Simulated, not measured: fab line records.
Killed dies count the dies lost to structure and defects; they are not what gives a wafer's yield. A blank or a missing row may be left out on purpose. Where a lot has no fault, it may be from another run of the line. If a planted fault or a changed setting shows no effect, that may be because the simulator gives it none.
Chamber matching | flow sfq-line | rie-diel-01 running SFQ_TRILAYER_I1_VIA_ETCH_VIA_ETCH_052: 4 sister chambers
The step etches SiO2 in CHF3, stops on Nb, target depth 260 nm. 4 wafers are shown with their chamber, then 7 later ones without.

## WAFERS PAIRED WITH THEIR CHAMBERS
wafer  | chamber | oes-product-au (a.u.)
L460.1 | 2       | 0.860
L460.2 | 1       | 0.852
L460.4 | 3       | 0.855
L462.2 | 0       | 0.851

## WAFERS WITH NO CHAMBER GIVEN
wafer  | oes-product-au (a.u.)
L462.3 | 0.859
L462.5 | 0.854
L467.2 | 0.853
L467.5 | 0.850
L470.1 | 0.861
L470.3 | 0.864
L470.4 | 0.859

## WHICH CHAMBER EACH ONE RAN IN
wafer  | from the rows above          | in truth
L462.3 | can't be placed: 2 or 3      | 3
L462.5 | can't be placed: 3 or 1 or 0 | 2
L467.2 | can't be placed: 1 or 0 or 3 | 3
L467.5 | can't be placed: 0 or 1      | 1
L470.1 | 2                            | 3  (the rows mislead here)
L470.3 | 2                            | 2
L470.4 | can't be placed: 2 or 3      | 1
1 of 7 placed correctly. From these rows, 5 cannot be placed; in 3 the true chamber is one of the candidates. Placed wrongly: 1.
How it was worked out, from the rows above alone: a wafer's distance from a chamber is the root of the sum, over the readings, of the square of ((its reading less the chamber's mean) divided by the reading's scatter). The wafer belongs to the nearest chamber; if the next one is less than 2 further off, it can't be placed. The mean given for a chamber averages the wafers shown for that chamber. The scatter: root of mean squared gap, hidden wafer to nearest shown wafer, with one shown wafer a chamber.
